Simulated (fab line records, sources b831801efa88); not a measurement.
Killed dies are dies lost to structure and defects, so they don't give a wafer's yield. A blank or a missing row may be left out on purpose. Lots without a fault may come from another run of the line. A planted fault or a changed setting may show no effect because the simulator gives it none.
A lot that was struck, set against a sound lot || flow sky130 || 14 out of 708 route steps
Sound: the wafers L355.2, L355.3, L355.6. The struck wafers were L373.1, L373.2, L373.4. The cause is given at the end.
Each step with rows lists, per side, the tool, then ch with its chambers, then its first start. Under that, the readings that differ: sound wafers || struck wafers || difference of the means || sigmas: that difference in standard deviations of wafers without a fault.
alike: readings with means less than 2 such deviations apart, plus words and numbers identical on both sides. not compared: withheld readings, readings lacking a value on some wafer, bounds such as >300 that could conceal the same value, and numbers that have no deviation in the record and whose values overlap.
A row with sigmas, a row that says differs or no value, or rows on one side alone: a step with any of these is where the two part. Non-overlapping numbers with no deviation appear without sigmas and do not part them. Lack of a reading on every wafer of one side parts them only where that side has two or more wafers.

first, 1 step without rows for these wafers: SKY_VIA4_DEVELOP_10 (develop time 60 s).
SKY_VIA4_OVL_MEAS_11:
  sound on overlay-02, day 43 17:13; struck on overlay-02, day 48 02:50
  alike: VIA4_OVL
SKY_VIA4_ETCH_12: etches SiO2 in C4F8/O2/Ar, stops on TiN, target depth 580 nm.
  sound on rie-diel-04 ch 0,2, day 43 17:14; struck on rie-diel-04 ch 0,1,2, day 48 02:52
  alike: bias-w, oes-product-au
SKY_VIA4_STRIP_13: strips in O2/N2.
  sound on plasma-asher-02 ch 0, day 43 17:19; struck on plasma-asher-01 ch 0,1, day 48 02:57
  alike: drypump-motor-current-A, oes-product-au, strip-time-to-endpoint-s
  not compared: rf-hours-counter-h
then, 3 steps without rows for these wafers: SKY_VIA4_STRIP_14 (strips in post etch residue remover, time 1200 s); SKY_VIA4_CLEAN_15 (cleans in IPA, time 180 s); SKY_VIA4_CLEAN_16 (cleans in O3/DIW).
SKY_VIA4_SPUTTER_17: material TiN, target thk 20 nm, time 80 s.
  sound on pvd-sputter-02, day 43 17:54; struck on pvd-sputter-02, day 48 03:32
  alike: cathode-dc-power-W, chamber-pressure-pa, throttle-valve-pct
SKY_VIA4_CVD_18: deposits W, target thk 505 nm, time 152.14 s.
  sound on cvd-w-02 ch 1, day 43 17:58; struck on cvd-w-01 ch 0,1, day 48 03:36
  alike: heater-power-w
  not compared: since-wet-clean-h
SKY_VIA4_RS_MEAS_19: the measuring method here is four-point-probe.
  sound on film-metro-01, day 43 18:08; struck on film-metro-04, day 48 03:45
  alike: VIA4_W_RS
SKY_VIA4_THK_MEAS_20: measures by xrf.
  sound on film-metro-01, day 43 18:15; struck on film-metro-04, day 48 03:52
  alike: VIA4_W_THK
SKY_VIA4_CMP_21: polishes, stops on SiO2, t overpolish 25 s, target thk 0 nm.
  sound on cmp-01 ch 0,2,3, day 43 18:21; struck on cmp-02 ch 0,1,2, day 48 03:56
  alike: motor-current-A, overpolish-run-s, time-to-endpoint-s
SKY_METAL5_SPUTTER_00: material Ti, target thk 15 nm, time 10 s.
  sound on pvd-sputter-04, day 43 18:36; struck on pvd-sputter-01, day 48 04:14
  no value came back on the struck wafers for cathode-dc-power-W (W), chamber-pressure-pa (Pa), throttle-valve-pct (%); on the sound wafers cathode-dc-power-W (W) reads 3000.6 2999.6 3000.7
then, 1 step without rows for these wafers: SKY_METAL5_SPUTTER_01 (material TiN, target thk 20 nm, time 16.7 s).

WHERE THEY PART
At SKY_METAL5_SPUTTER_00 and nowhere else, as far as this record goes.

WHY: what had been put in by the simulator
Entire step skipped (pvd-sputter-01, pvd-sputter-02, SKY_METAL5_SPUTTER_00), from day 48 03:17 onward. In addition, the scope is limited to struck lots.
